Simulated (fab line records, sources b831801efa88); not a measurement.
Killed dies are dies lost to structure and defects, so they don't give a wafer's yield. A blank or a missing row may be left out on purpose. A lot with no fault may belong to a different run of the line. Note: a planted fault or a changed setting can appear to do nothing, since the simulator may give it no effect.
The same fault as seen by 2 desks / flow gf180mcu / each desk has only its own numbers; what lay behind them comes last

THE METROLOGY DESK
What the gauges read, lot by lot, whatever tool the lot ran on: means of the sampled wafers that have a number. If a lot's mean is further than 4 standard deviations from the usual mean, the lot is out of limits and carries the mark OUT (the distance appears in the brackets).
Columns: A = M4_OVL at GF_M4_OVL_MEAS_15, usual -1 nm; B = V4_W_RS at GF_V4_RS_MEAS_24, usual 0.326 ohm/sq; C = V4_W_THK at GF_V4_THK_MEAS_25, usual 346 nm
lot=L110; first seen here=day 23 18:39; A=2; B=0.322; C=349
lot=L111; first seen here=day 24 05:07; A=1; B=0.324; C=354
lot=L114; first seen here=day 25 09:16; A=2; B=0.329; C=348
lot=L115; first seen here=day 25 16:11; A=-5; B=0.323; C=353
lot=L117; first seen here=day 26 11:06; A=-1; B=0.326; C=344
lot=L119; first seen here=day 27 04:03; A=-11; B=0.328; C=345
lot=L120; first seen here=day 27 10:30; A=-6; B=0.327; C=347
lot=L121; first seen here=day 27 15:25; A=-6; B=0.322; C=351
lot=L125; first seen here=day 28 16:28; A=2; B=0.302 (-4.9) OUT; C=367
lot=L128; first seen here=day 29 11:35; A=-2; B=0.305 (-4.3) OUT; C=374
This desk finds L125, L128 out of limits, with the earliest case on L125 at day 29 13:59 (V4_W_RS at GF_V4_RS_MEAS_24). L110, L111, L114, L115, L117, L119, L120, L121: within limits.

DESK OF THE TOOL OWNER: cvdW-02
The tool's own readings at GF_V4_CVD_23 (deposits W, target thk 350 nm, time 104.9 s): means of the sampled wafers that have a number, for each lot that ran on this tool. If a lot's mean is further than 4 standard deviations from the usual mean, the lot is out of limits and carries the mark OUT (the distance appears in the brackets).
Columns: A = chamberPressureTorr at GF_V4_CVD_23, usual 40.00 Torr; B = heaterPowerW at GF_V4_CVD_23, usual 831 W
lot=L110; first seen here=day 24 19:43; A=39.91; B=767
lot=L111; first seen here=day 25 05:26; A=40.05; B=770
lot=L114; first seen here=day 26 08:31; A=39.99; B=757
lot=L117; first seen here=day 27 09:41; A=40.01; B=755
lot=L120; first seen here=day 28 08:55; A=39.95; B=766
lot=L121; first seen here=day 28 14:10; A=39.97; B=769
lot=L125; first seen here=day 29 13:52; A=46.73 (+86) OUT; B=766
lot=L128; first seen here=day 30 08:44; A=46.69 (+86) OUT; B=755
This desk's verdict: out of limits on L125, L128, starting with L125 at day 29 13:52 (chamberPressureTorr at GF_V4_CVD_23). L110, L111, L114, L117, L120, L121: within limits.

ALL TOGETHER
An alarm could have come from the tool owner's desk at day 29 13:52, on L125, L128.
The metrology desk could have raised an alarm at day 29 13:59, on L125, L128.
The lots listed all ran GF_V4_CVD_23 on cvdW-02.

WHAT THE SIMULATOR HAD PUT IN
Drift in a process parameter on cvdW-02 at GF_V4_CVD_23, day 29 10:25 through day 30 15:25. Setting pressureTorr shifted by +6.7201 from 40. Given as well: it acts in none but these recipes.
Struck lots among those shown: L125, L128.
Fault start to first reading out of limits, in hours, per desk: tool owner, 3; metrology, 4.
